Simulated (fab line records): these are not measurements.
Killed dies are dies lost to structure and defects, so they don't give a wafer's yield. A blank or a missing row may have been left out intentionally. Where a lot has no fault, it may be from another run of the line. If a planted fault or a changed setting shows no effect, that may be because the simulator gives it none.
Chamber matching || flow gf180mcu || 4 sister chambers for GF_POLY_GATE_ETCH_13 on rie-si-01
The step etches poly-Si in HBr/Cl2, stops on SiO2, target depth 198.5 nm, time 66.32 s. 8 wafers are shown with their chamber, then 8 later ones without.

WAFERS PAIRED WITH THEIR CHAMBERS
{"wafer": "L084.1", "chamber": 2, "drypump-motor-current-A (A)": 6.3, "oes-product-au (a.u.)": 0.999}
{"wafer": "L084.2", "chamber": 3, "drypump-motor-current-A (A)": 6.6, "oes-product-au (a.u.)": 0.979}
{"wafer": "L084.5", "chamber": 0, "drypump-motor-current-A (A)": 6.5, "oes-product-au (a.u.)": 0.987}
{"wafer": "L084.6", "chamber": 1, "drypump-motor-current-A (A)": 5.2, "oes-product-au (a.u.)": 1.014}
{"wafer": "L085.1", "chamber": 2, "drypump-motor-current-A (A)": 6.3, "oes-product-au (a.u.)": 1.008}
{"wafer": "L085.2", "chamber": 1, "drypump-motor-current-A (A)": 5.2, "oes-product-au (a.u.)": 1.019}
{"wafer": "L085.3", "chamber": 3, "drypump-motor-current-A (A)": 6.7, "oes-product-au (a.u.)": 0.989}
{"wafer": "L085.4", "chamber": 0, "drypump-motor-current-A (A)": 6.5, "oes-product-au (a.u.)": 0.983}

WAFERS WITHOUT THEIR CHAMBER
{"wafer": "L085.5", "drypump-motor-current-A (A)": 6.5, "oes-product-au (a.u.)": 0.981}
{"wafer": "L085.6", "drypump-motor-current-A (A)": 5.2, "oes-product-au (a.u.)": 1.025}
{"wafer": "L087.1", "drypump-motor-current-A (A)": 5.2, "oes-product-au (a.u.)": 1.009}
{"wafer": "L087.2", "drypump-motor-current-A (A)": 6.7, "oes-product-au (a.u.)": 0.992}
{"wafer": "L087.3", "drypump-motor-current-A (A)": 6.5, "oes-product-au (a.u.)": 0.979}
{"wafer": "L087.4", "drypump-motor-current-A (A)": 6.3, "oes-product-au (a.u.)": 0.987}
{"wafer": "L087.5", "drypump-motor-current-A (A)": 6.5, "oes-product-au (a.u.)": 0.979}
{"wafer": "L087.6", "drypump-motor-current-A (A)": 6.7, "oes-product-au (a.u.)": 1.002}

EACH ONE'S CHAMBER
{"wafer": "L085.5", "from the rows above": 0, "in truth": 0}
{"wafer": "L085.6", "from the rows above": 1, "in truth": 1}
{"wafer": "L087.1", "from the rows above": 1, "in truth": 1}
{"wafer": "L087.2", "from the rows above": 3, "in truth": 3}
{"wafer": "L087.3", "from the rows above": 0, "in truth": 0}
{"wafer": "L087.4", "from the rows above": 2, "in truth": 2}
{"wafer": "L087.5", "from the rows above": 0, "in truth": 0}
{"wafer": "L087.6", "from the rows above": 3, "in truth": 3}
8 of 8 placed correctly. Number that these rows cannot place: 0. Wrongly placed: 0.
How it was worked out, from the rows above alone: a wafer's distance from a chamber is the root of the sum, over the readings, of the square of ((its reading less the chamber's mean) divided by the reading's scatter). The wafer belongs to the nearest chamber; if the next one is less than 2 further off, it can't be placed. Each chamber's mean is taken over the wafers shown for it. How the scatter is found: for the shown wafers, subtract from each reading the mean of its chamber, square and add these, divide the total by (wafers less chambers), then take the root.
